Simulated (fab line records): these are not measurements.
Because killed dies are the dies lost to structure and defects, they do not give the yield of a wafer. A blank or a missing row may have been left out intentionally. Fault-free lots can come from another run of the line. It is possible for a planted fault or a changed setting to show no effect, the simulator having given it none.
fab line records	flow sky130	part 1 of 2: steps 1 to 30 of 39
record: lots: 5	wafers: 15	lastDay: 50
route steps=708 shown PWDE@48 NWELL@56 VT_ADJUST_HVTP@85
lots that met no fault: taken from a fault-free run of the same line
startH: hours from the record's opening day to when the first of the lot's shown wafers began	waitH: hours since the lot's step before	" same as the row above	L1.1+2: one row covering several wafers at once	- no value, or no start was given	* or withheld: withheld	< > ~ a bound
route shown NAME@n: names a module that has steps shown in the file, with the first one's number in the route	usual: mean/standard deviation of fault-free wafers	same: alike in all rows	chamber/n: place in a boat	sites: the reading at each site	_std_site: how widely they spread, as a standard deviation	_edge_site: mean of outer sites minus mean of inner sites	radiusMm: how far each site lies from the wafer's centre	mask NAME#n: copy n	behind: the tool/chamber that last shaped the wafer	hold: why the lot went on hold/how many hours it stayed there/how the hold came to an end	device: which transistor (n, p or np) failed to switch	end of line: the route-end tests of the same wafers	a step with no rows: only its recipe	killed: the dies lost at the first sort to structure and to defects; this is not the yield of the wafer	map: shows each die of a wafer: x if killed, . if not, _ if none is there
set.NAME: setting as actually run; set.NAME@STEP: the setting as run at that earlier step	model.NAME: the simulator's own value behind a step, which no gauge read
lots at some steps of the route; a table a step, a row a wafer
services: a tool's chamber out of use, with start hour (startH, from the record's first day; less than 0 if before it), hours out, and reason
== steps ==
step: SKY_PWDE_SOFTBAKE_03
recipe: tempC: 110	timeS: withheld
usual: heaterPowerTotalW: 65.33/0.14
lot.wafer	tool	chamber	startH	waitH	heaterPowerTotalW
L075.2	lithoTrack-01	0	69.64	0.1	65.41
L075.3	"	0	"	"	65.41
L075.5	"	0	"	"	65.41
L079.3	lithoTrack-04	0	90.16	0.1	65.24
L079.5	"	0	"	"	65.26
L079.6	"	0	"	"	65.42
L086.1	lithoTrack-03	0	127.13	0.1	65.10
L086.3	"	0	"	"	65.31
L086.6	"	0	"	"	65.40
L095.2	lithoTrack-03	0	182.56	0.1	65.32
L095.3	"	0	"	"	65.15
L095.5	"	0	"	"	65.56
L097.1	lithoTrack-01	0	199.05	0.1	65.17
L097.2	"	0	"	"	65.15
L097.6	"	0	"	"	65.30
step: SKY_PWDE_EXPOSE_04
recipe: maskId: PWDEM	na: 0.6	sourceShape: conventional	sigmaOuter: 0.6	polarization: unpolarized	targetCdNm: 840	doseMj: 214
lot.wafer	tool	chamber	startH	waitH	mask
L075.2+3+5	ilineStepper-02	0	-	-	PWDEM#0
L079.3+5+6	ilineStepper-01	0	-	-	PWDEM#0
L086.1+3+6	ilineStepper-01	0	-	-	PWDEM#0
L095.2+3+5	ilineStepper-01	0	-	-	PWDEM#0
L097.1+2+6	ilineStepper-01	0	-	-	PWDEM#0
step: SKY_PWDE_PEB_05
recipe: tempC: 115	timeS: withheld
usual: heaterPowerTotalW: 69.35/0.13
lot.wafer	tool	chamber	startH	waitH	heaterPowerTotalW
L075.2	lithoTrack-04	0	-	-	69.31
L075.3	"	0	"	"	69.23
L075.5	"	0	"	"	69.22
L079.3	lithoTrack-03	0	-	-	69.16
L079.5	"	0	"	"	69.21
L079.6	"	0	"	"	69.55
L086.1	lithoTrack-01	0	-	-	69.41
L086.3	"	0	"	"	69.43
L086.6	"	0	"	"	69.18
L095.2	lithoTrack-04	0	-	-	69.48
L095.3	"	0	"	"	69.34
L095.5	"	0	"	"	69.40
L097.1	lithoTrack-03	0	-	-	69.31
L097.2	"	0	"	"	69.39
L097.6	"	0	"	"	69.41
step: SKY_PWDE_DEVELOP_06
recipe: wallAngleDeg: 90	developer: TMAH	developTimeS: 60	devTempC: 23
lot.wafer	tool	chamber	startH	waitH
L075.2+3+5	lithoTrack-04	0	-	-
L079.3+5+6	lithoTrack-03	0	-	-
L086.1+3+6	lithoTrack-01	0	-	-
L095.2+3+5	lithoTrack-04	0	-	-
L097.1+2+6	lithoTrack-03	0	-	-
step: SKY_PWDE_OVL_MEAS_07
usual: PWDE_OVL: 0.4/1.5
lot.wafer	tool	chamber	startH	waitH	PWDE_OVL[nm]
L075.2	overlay-02	-	77.80	-	0.5
L075.3	"	-	"	"	0.6
L075.5	"	-	"	"	0.1
L079.3	overlay-02	-	98.29	-	-1.0
L079.5	"	-	"	"	-0.9
L079.6	"	-	"	"	0.2
L086.1	overlay-02	-	137.05	-	-1.2
L086.3	"	-	"	"	-0.8
L086.6	"	-	"	"	-1.5
L095.2	overlay-01	-	194.30	-	0.6
L095.3	"	-	"	"	-2.7
L095.5	"	-	"	"	0.4
L097.1	overlay-01	-	210.53	-	1.8
L097.2	"	-	"	"	1.4
L097.6	"	-	"	"	-0.6
step: SKY_PWDE_IMPLANT_08
recipe: species: B	energyKev: 150	doseCm2: 3.6e+12	tiltDeg: withheld
usual: endStationPressureTorr: 5.01e-06/2.8e-07
lot.wafer	tool	chamber	startH	waitH	endStationPressureTorr
L075.2	implanter-03	0	77.85	0.0	5.04e-06
L075.3	"	0	"	"	5.09e-06
L075.5	"	0	"	"	5.28e-06
L079.3	implanter-03	0	98.37	0.1	5.07e-06
L079.5	"	0	"	"	4.86e-06
L079.6	"	0	"	"	4.82e-06
L086.1	implanter-03	0	137.09	0.0	5.05e-06
L086.3	"	0	"	"	4.84e-06
L086.6	"	0	"	"	4.52e-06
L095.2	implanter-01	0	194.35	0.0	5.13e-06
L095.3	"	0	"	"	4.9e-06
L095.5	"	0	"	"	4.54e-06
L097.1	implanter-02	0	210.57	0.0	4.71e-06
L097.2	"	0	"	"	5.04e-06
L097.6	"	0	"	"	4.59e-06
step: SKY_PWDE_STRIP_09
recipe: chemistry: O2/N2	powerW: 1400	pressureMtorr: 1500	platenTempC: withheld	o2FlowSccm: 3000	n2FlowSccm: 300	overashFraction: 0.5
usual: drypumpMotorCurrentA: 5.95/0.3	o2FlowSccm: 3001/8.2	oesProductAu: 0.723/0.0046	stripTimeToEndpointS: 36.96/0.1
lot.wafer	tool	chamber	startH	waitH	drypumpMotorCurrentA	o2FlowSccm	oesProductAu	rfHoursCounterH	stripTimeToEndpointS
L075.2	plasmaAsher-01	0	77.98	0.1	5.81	2998	0.726	38	36.92
L075.3	"	0	"	"	5.80	3000	0.721	-	36.91
L075.5	"	0	"	"	5.77	2996	0.724	-	37.02
L079.3	plasmaAsher-02	1	98.50	0.1	6.35	3006	0.731	-	36.94
L079.5	"	1	"	"	6.34	2995	0.734	-	36.84
L079.6	"	0	"	"	6.10	3003	0.731	-	36.95
L086.1	plasmaAsher-02	0	137.24	0.1	6.09	3001	0.719	33	36.90
L086.3	"	0	"	"	6.08	3004	0.715	-	36.89
L086.6	"	0	"	"	6.05	3000	0.717	-	36.78
L095.2	plasmaAsher-03	1	194.48	0.1	6.15	2995	0.722	7	37.01
L095.3	"	1	"	"	6.14	2994	0.726	-	37.11
L095.5	"	1	"	"	6.14	2993	0.721	-	37.11
L097.1	plasmaAsher-01	1	210.72	0.1	5.46	3001	0.722	52	36.87
L097.2	"	0	"	"	5.82	2992	0.720	52	36.90
L097.6	"	0	"	"	5.82	3000	0.727	-	36.90
step: SKY_PWDE_TW_MEAS_10
usual: PWDE_TW: 373/3.8
lot.wafer	tool	chamber	startH	waitH	PWDE_TW
L075.2	filmMetro-01	-	78.09	0.1	371
L075.3	"	-	"	"	373
L075.5	"	-	"	"	373
L079.3	filmMetro-04	-	98.59	0.1	377
L079.5	"	-	"	"	377
L079.6	"	-	"	"	380
L086.1	filmMetro-01	-	137.34	0.1	373
L086.3	"	-	"	"	374
L086.6	"	-	"	"	374
L095.2	filmMetro-03	-	194.59	0.1	368
L095.3	"	-	"	"	369
L095.5	"	-	"	"	369
L097.1	filmMetro-03	-	210.82	0.1	366
L097.2	"	-	"	"	368
L097.6	"	-	"	"	368
step: SKY_NWELL_DEHYDRATE_03
recipe: tempC: 200	timeS: 60
usual: heaterPowerTotalW: 160.37/0.12
lot.wafer	tool	chamber	startH	waitH	heaterPowerTotalW
L075.2	lithoTrack-03	0	86.26	8.2	160.32
L075.3	"	0	"	"	160.30
L075.5	"	0	"	"	160.58
L079.3	lithoTrack-01	0	107.10	8.5	160.30
L079.5	"	0	"	"	160.16
L079.6	"	0	"	"	160.37
L086.1	lithoTrack-01	0	146.30	9.0	160.38
L086.3	"	0	"	"	160.44
L086.6	"	0	"	"	160.21
L095.2	lithoTrack-01	0	205.68	11.1	160.35
L095.3	"	0	"	"	160.43
L095.5	"	0	"	"	160.45
L097.1	lithoTrack-01	0	220.45	9.6	160.43
L097.2	"	0	"	"	160.23
L097.6	"	0	"	"	160.25
step: SKY_NWELL_HMDS_04
recipe: primeTimeS: 60	primeTempC: 120
lot.wafer	tool	chamber	startH	waitH
L075.2+3+5	lithoTrack-03	0	86.41	0.1
L079.3+5+6	lithoTrack-01	0	107.25	0.1
L086.1+3+6	lithoTrack-01	0	146.45	0.1
L095.2+3+5	lithoTrack-01	0	205.83	0.1
L097.1+2+6	lithoTrack-01	0	220.60	0.1
step: SKY_NWELL_COAT_05
recipe: spinRpm: 2000	resistThkNm: 3000
lot.wafer	tool	chamber	startH	waitH
L075.2+3+5	lithoTrack-03	0	86.56	0.1
L079.3+5+6	lithoTrack-01	0	107.40	0.1
L086.1+3+6	lithoTrack-01	0	146.60	0.1
L095.2+3+5	lithoTrack-01	0	205.98	0.1
L097.1+2+6	lithoTrack-01	0	220.75	0.1
step: SKY_NWELL_SOFTBAKE_06
recipe: tempC: 110	timeS: withheld
usual: heaterPowerTotalW: 65.31/0.14
lot.wafer	tool	chamber	startH	waitH	heaterPowerTotalW
L075.2	lithoTrack-03	0	86.71	0.1	65.27
L075.3	"	0	"	"	65.26
L075.5	"	0	"	"	65.21
L079.3	lithoTrack-01	0	107.57	0.1	65.58
L079.5	"	0	"	"	65.41
L079.6	"	0	"	"	65.18
L086.1	lithoTrack-01	0	146.75	0.1	65.14
L086.3	"	0	"	"	65.28
L086.6	"	0	"	"	65.46
L095.2	lithoTrack-01	0	206.14	0.1	65.45
L095.3	"	0	"	"	65.14
L095.5	"	0	"	"	65.33
L097.1	lithoTrack-01	0	220.90	0.1	65.39
L097.2	"	0	"	"	65.46
L097.6	"	0	"	"	65.39
step: SKY_NWELL_EXPOSE_07
recipe: maskId: NWM	na: 0.6	sourceShape: conventional	sigmaOuter: 0.6	polarization: unpolarized	targetCdNm: 840	doseMj: 255
lot.wafer	tool	chamber	startH	waitH	mask
L075.2+3+5	ilineStepper-02	0	-	-	NWM#0
L079.3+5+6	ilineStepper-01	0	-	-	NWM#0
L086.1+3+6	ilineStepper-01	0	-	-	NWM#0
L095.2+3+5	ilineStepper-02	0	-	-	NWM#0
L097.1+2+6	ilineStepper-01	0	-	-	NWM#0
step: SKY_NWELL_PEB_08
recipe: tempC: 115	timeS: withheld
usual: heaterPowerTotalW: 69.34/0.13
lot.wafer	tool	chamber	startH	waitH	heaterPowerTotalW
L075.2	lithoTrack-02	0	-	-	69.51
L075.3	"	0	"	"	69.56
L075.5	"	0	"	"	69.50
L079.3	lithoTrack-03	0	-	-	69.59
L079.5	"	0	"	"	69.15
L079.6	"	0	"	"	69.22
L086.1	lithoTrack-03	0	-	-	69.29
L086.3	"	0	"	"	69.55
L086.6	"	0	"	"	69.36
L095.2	lithoTrack-01	0	-	-	69.22
L095.3	"	0	"	"	69.25
L095.5	"	0	"	"	69.27
L097.1	lithoTrack-02	0	-	-	69.31
L097.2	"	0	"	"	69.22
L097.6	"	0	"	"	69.49
step: SKY_NWELL_DEVELOP_09
recipe: wallAngleDeg: 90	developer: TMAH	developTimeS: 60	devTempC: 23
lot.wafer	tool	chamber	startH	waitH
L075.2+3+5	lithoTrack-02	0	-	-
L079.3+5+6	lithoTrack-03	0	-	-
L086.1+3+6	lithoTrack-03	0	-	-
L095.2+3+5	lithoTrack-01	0	-	-
L097.1+2+6	lithoTrack-02	0	-	-
step: SKY_NWELL_OVL_MEAS_10
usual: NWELL_00_OVL: -1.3/1.6
lot.wafer	tool	chamber	startH	waitH	NWELL_00_OVL[nm]
L075.2	overlay-02	-	95.35	-	-0.1
L075.3	"	-	"	"	-3.5
L075.5	"	-	"	"	-1.3
L079.3	overlay-01	-	116.84	-	2.9
L079.5	"	-	"	"	2.7
L079.6	"	-	"	"	1.5
L086.1	overlay-01	-	156.38	-	0.7
L086.3	"	-	"	"	0.5
L086.6	"	-	"	"	-0.7
L095.2	overlay-02	-	217.21	-	-2.0
L095.3	"	-	"	"	-2.1
L095.5	"	-	"	"	0.0
L097.1	overlay-01	-	232.14	-	1.2
L097.2	"	-	"	"	-0.6
L097.6	"	-	"	"	-0.2
step: SKY_NWELL_IMPLANT_11
recipe: species: P	energyKev: 400	doseCm2: 1.9e+13	tiltDeg: withheld
usual: endStationPressureTorr: 5.09e-06/2.5e-07
lot.wafer	tool	chamber	startH	waitH	endStationPressureTorr
L075.2	implanter-02	0	95.40	0.0	5.39e-06
L075.3	"	0	"	"	4.95e-06
L075.5	"	0	"	"	5.31e-06
L079.3	implanter-01	0	116.92	0.1	4.97e-06
L079.5	"	0	"	"	5.06e-06
L079.6	"	0	"	"	4.98e-06
L086.1	implanter-01	0	156.42	0.0	4.63e-06
L086.3	"	0	"	"	4.97e-06
L086.6	"	0	"	"	4.96e-06
L095.2	implanter-04	0	217.26	0.0	5.17e-06
L095.3	"	0	"	"	5.23e-06
L095.5	"	0	"	"	4.91e-06
L097.1	implanter-04	0	232.18	0.0	5.37e-06
L097.2	"	0	"	"	5.52e-06
L097.6	"	0	"	"	5.08e-06
step: SKY_NWELL_IMPLANT_12
recipe: species: P	energyKev: 120	doseCm2: 1.3e+12	tiltDeg: withheld
usual: endStationPressureTorr: 5.02e-06/2.6e-07
lot.wafer	tool	chamber	startH	waitH	endStationPressureTorr
L075.2	implanter-02	0	95.55	0.1	4.51e-06
L075.3	"	0	"	"	5.05e-06
L075.5	"	0	"	"	4.89e-06
L079.3	implanter-01	0	117.07	0.1	4.67e-06
L079.5	"	0	"	"	4.74e-06
L079.6	"	0	"	"	4.92e-06
L086.1	implanter-01	0	156.57	0.1	5.03e-06
L086.3	"	0	"	"	5.08e-06
L086.6	"	0	"	"	5.02e-06
L095.2	implanter-04	0	217.41	0.1	5.14e-06
L095.3	"	0	"	"	4.97e-06
L095.5	"	0	"	"	4.9e-06
L097.1	implanter-04	0	232.33	0.1	5.17e-06
L097.2	"	0	"	"	5.41e-06
L097.6	"	0	"	"	5.15e-06
step: SKY_NWELL_IMPLANT_13
recipe: species: P	energyKev: 50	doseCm2: 7e+11	tiltDeg: withheld
usual: endStationPressureTorr: 4.98e-06/2.6e-07
lot.wafer	tool	chamber	startH	waitH	endStationPressureTorr
L075.2	implanter-02	0	95.70	0.1	4.73e-06
L075.3	"	0	"	"	5.06e-06
L075.5	"	0	"	"	4.77e-06
L079.3	implanter-01	0	117.22	0.1	5.1e-06
L079.5	"	0	"	"	5.33e-06
L079.6	"	0	"	"	5.29e-06
L086.1	implanter-01	0	156.72	0.1	5.2e-06
L086.3	"	0	"	"	4.99e-06
L086.6	"	0	"	"	5.06e-06
L095.2	implanter-04	0	217.56	0.1	4.85e-06
L095.3	"	0	"	"	4.95e-06
L095.5	"	0	"	"	4.66e-06
L097.1	implanter-04	0	232.48	0.1	4.5e-06
L097.2	"	0	"	"	4.47e-06
L097.6	"	0	"	"	4.84e-06
step: SKY_NWELL_STRIP_14
recipe: chemistry: O2/N2	powerW: 1400	pressureMtorr: 1500	platenTempC: withheld	o2FlowSccm: 3000	n2FlowSccm: 300	overashFraction: 0.5
usual: drypumpMotorCurrentA: 5.92/0.28	o2FlowSccm: 2997/8.3	oesProductAu: 0.722/0.005	stripTimeToEndpointS: 36.97/0.12
lot.wafer	tool	chamber	startH	waitH	drypumpMotorCurrentA	o2FlowSccm	oesProductAu	rfHoursCounterH	stripTimeToEndpointS
L075.2	plasmaAsher-03	0	95.83	0.1	5.71	3030	0.722	41	36.96
L075.3	"	1	"	"	6.17	3004	0.722	-	37.01
L075.5	"	0	"	"	5.70	3006	0.720	-	37.00
L079.3	plasmaAsher-01	0	117.35	0.1	5.84	2999	0.725	-	37.04
L079.5	"	1	"	"	5.43	2992	0.720	-	37.02
L079.6	"	0	"	"	5.78	2988	0.721	-	36.94
L086.1	plasmaAsher-03	0	156.87	0.1	5.71	3012	0.717	3	36.82
L086.3	"	0	"	"	5.72	2991	0.726	-	36.93
L086.6	"	0	"	"	5.70	3003	0.719	-	36.81
L095.2	plasmaAsher-01	0	217.69	0.1	5.82	3001	0.727	53	36.83
L095.3	"	0	"	"	5.84	2982	0.730	-	36.83
L095.5	"	1	"	"	5.49	3005	0.717	-	36.85
L097.1	plasmaAsher-04	1	232.63	0.1	6.11	2994	0.718	52	37.06
L097.2	"	0	"	"	6.22	2999	0.722	52	36.99
L097.6	"	0	"	"	6.27	2994	0.718	-	37.06
step: SKY_NWELL_TW_MEAS_15
usual: NWELL_TW: 1819/18
lot.wafer	tool	chamber	startH	waitH	NWELL_TW
L075.2	filmMetro-01	-	95.94	0.1	1806
L075.3	"	-	"	"	1817
L075.5	"	-	"	"	1804
L079.3	filmMetro-04	-	117.44	0.1	1837
L079.5	"	-	"	"	1837
L079.6	"	-	"	"	1834
L086.1	filmMetro-01	-	156.97	0.1	1814
L086.3	"	-	"	"	1810
L086.6	"	-	"	"	1811
L095.2	filmMetro-03	-	217.80	0.1	1800
L095.3	"	-	"	"	1787
L095.5	"	-	"	"	1787
L097.1	filmMetro-04	-	232.73	0.1	1839
L097.2	"	-	"	"	1844
L097.6	"	-	"	"	1847
step: SKY_NWELL_DEHYDRATE_16
recipe: tempC: 200	timeS: 60
usual: heaterPowerTotalW: 160.38/0.12
lot.wafer	tool	chamber	startH	waitH	heaterPowerTotalW
L075.2	lithoTrack-02	0	103.71	7.8	160.44
L075.3	"	0	"	"	160.52
L075.5	"	0	"	"	160.37
L079.3	lithoTrack-03	0	126.08	8.6	160.42
L079.5	"	0	"	"	160.62
L079.6	"	0	"	"	160.32
L086.1	lithoTrack-03	0	166.03	9.1	160.32
L086.3	"	0	"	"	160.29
L086.6	"	0	"	"	160.43
L095.2	lithoTrack-03	0	228.21	10.4	160.48
L095.3	"	0	"	"	160.37
L095.5	"	0	"	"	160.20
L097.1	lithoTrack-03	0	243.73	11.0	160.43
L097.2	"	0	"	"	160.44
L097.6	"	0	"	"	160.43
step: SKY_NWELL_HMDS_17
recipe: primeTimeS: 60	primeTempC: 120
lot.wafer	tool	chamber	startH	waitH
L075.2+3+5	lithoTrack-02	0	103.86	0.1
L079.3+5+6	lithoTrack-03	0	126.23	0.1
L086.1+3+6	lithoTrack-03	0	166.18	0.1
L095.2+3+5	lithoTrack-03	0	228.36	0.1
L097.1+2+6	lithoTrack-03	0	243.88	0.1
step: SKY_NWELL_COAT_18
recipe: spinRpm: 2000	resistThkNm: 3000
lot.wafer	tool	chamber	startH	waitH
L075.2+3+5	lithoTrack-02	0	104.01	0.1
L079.3+5+6	lithoTrack-03	0	126.38	0.1
L086.1+3+6	lithoTrack-03	0	166.33	0.1
L095.2+3+5	lithoTrack-03	0	228.51	0.1
L097.1+2+6	lithoTrack-03	0	244.03	0.1
step: SKY_NWELL_SOFTBAKE_19
recipe: tempC: 110	timeS: withheld
usual: heaterPowerTotalW: 65.32/0.13
lot.wafer	tool	chamber	startH	waitH	heaterPowerTotalW
L075.2	lithoTrack-02	0	104.17	0.1	65.35
L075.3	"	0	"	"	65.50
L075.5	"	0	"	"	65.49
L079.3	lithoTrack-03	0	126.55	0.1	65.37
L079.5	"	0	"	"	65.11
L079.6	"	0	"	"	65.31
L086.1	lithoTrack-03	0	166.48	0.1	65.40
L086.3	"	0	"	"	65.36
L086.6	"	0	"	"	65.47
L095.2	lithoTrack-03	0	228.66	0.1	65.19
L095.3	"	0	"	"	65.14
L095.5	"	0	"	"	65.08
L097.1	lithoTrack-03	0	244.18	0.1	65.23
L097.2	"	0	"	"	65.19
L097.6	"	0	"	"	65.09
step: SKY_NWELL_EXPOSE_20
recipe: maskId: NWM_COMPLEMENT	na: 0.6	sourceShape: conventional	sigmaOuter: 0.6	polarization: unpolarized	targetCdNm: 840	doseMj: 260
lot.wafer	tool	chamber	startH	waitH	mask
L075.2+3+5	ilineStepper-01	0	-	-	NWM_COMPLEMENT#0
L079.3+5+6	ilineStepper-02	0	-	-	NWM_COMPLEMENT#0
L086.1+3+6	ilineStepper-01	0	-	-	NWM_COMPLEMENT#0
L095.2+3+5	ilineStepper-01	0	-	-	NWM_COMPLEMENT#0
L097.1+2+6	ilineStepper-02	0	-	-	NWM_COMPLEMENT#0
step: SKY_NWELL_PEB_21
recipe: tempC: 115	timeS: withheld
usual: heaterPowerTotalW: 69.34/0.13
lot.wafer	tool	chamber	startH	waitH	heaterPowerTotalW
L075.2	lithoTrack-03	0	-	-	69.35
L075.3	"	0	"	"	69.47
L075.5	"	0	"	"	69.24
L079.3	lithoTrack-01	0	-	-	69.48
L079.5	"	0	"	"	69.45
L079.6	"	0	"	"	69.35
L086.1	lithoTrack-01	0	-	-	69.27
L086.3	"	0	"	"	69.23
L086.6	"	0	"	"	69.19
L095.2	lithoTrack-02	0	-	-	69.44
L095.3	"	0	"	"	69.27
L095.5	"	0	"	"	69.55
L097.1	lithoTrack-01	0	-	-	69.46
L097.2	"	0	"	"	69.33
L097.6	"	0	"	"	69.62
step: SKY_NWELL_DEVELOP_22
recipe: wallAngleDeg: 90	developer: TMAH	developTimeS: 60	devTempC: 23
lot.wafer	tool	chamber	startH	waitH
L075.2+3+5	lithoTrack-03	0	-	-
L079.3+5+6	lithoTrack-01	0	-	-
L086.1+3+6	lithoTrack-01	0	-	-
L095.2+3+5	lithoTrack-02	0	-	-
L097.1+2+6	lithoTrack-01	0	-	-
step: SKY_NWELL_OVL_MEAS_23
usual: NWELL_01_OVL: 0.4/1.9
lot.wafer	tool	chamber	startH	waitH	NWELL_01_OVL[nm]
L075.2	overlay-01	-	113.69	-	4.1
L075.3	"	-	"	"	2.3
L075.5	"	-	"	"	1.1
L079.3	overlay-01	-	135.92	-	3.4
L079.5	"	-	"	"	3.3
L079.6	"	-	"	"	2.3
L086.1	overlay-01	-	177.20	-	0.8
L086.3	"	-	"	"	1.9
L086.6	"	-	"	"	0.4
L095.2	overlay-02	-	239.90	-	-0.5
L095.3	"	-	"	"	-2.0
L095.5	"	-	"	"	-0.1
L097.1	overlay-02	-	256.05	-	0.4
L097.2	"	-	"	"	0.2
L097.6	"	-	"	"	0.2
step: SKY_NWELL_IMPLANT_24
recipe: species: B	energyKev: 140	doseCm2: 9.2e+12	tiltDeg: withheld
usual: endStationPressureTorr: 4.99e-06/2.3e-07
lot.wafer	tool	chamber	startH	waitH	endStationPressureTorr
L075.2	implanter-02	0	113.74	0.0	4.81e-06
L075.3	"	0	"	"	5.3e-06
L075.5	"	0	"	"	5.13e-06
L079.3	implanter-02	0	135.99	0.1	4.78e-06
L079.5	"	0	"	"	5.16e-06
L079.6	"	0	"	"	5.32e-06
L086.1	implanter-01	0	177.24	0.0	5.04e-06
L086.3	"	0	"	"	4.78e-06
L086.6	"	0	"	"	5.13e-06
L095.2	implanter-04	0	239.95	0.0	4.86e-06
L095.3	"	0	"	"	5.24e-06
L095.5	"	0	"	"	5.32e-06
L097.1	implanter-01	0	256.09	0.0	4.67e-06
L097.2	"	0	"	"	4.65e-06
L097.6	"	0	"	"	4.52e-06
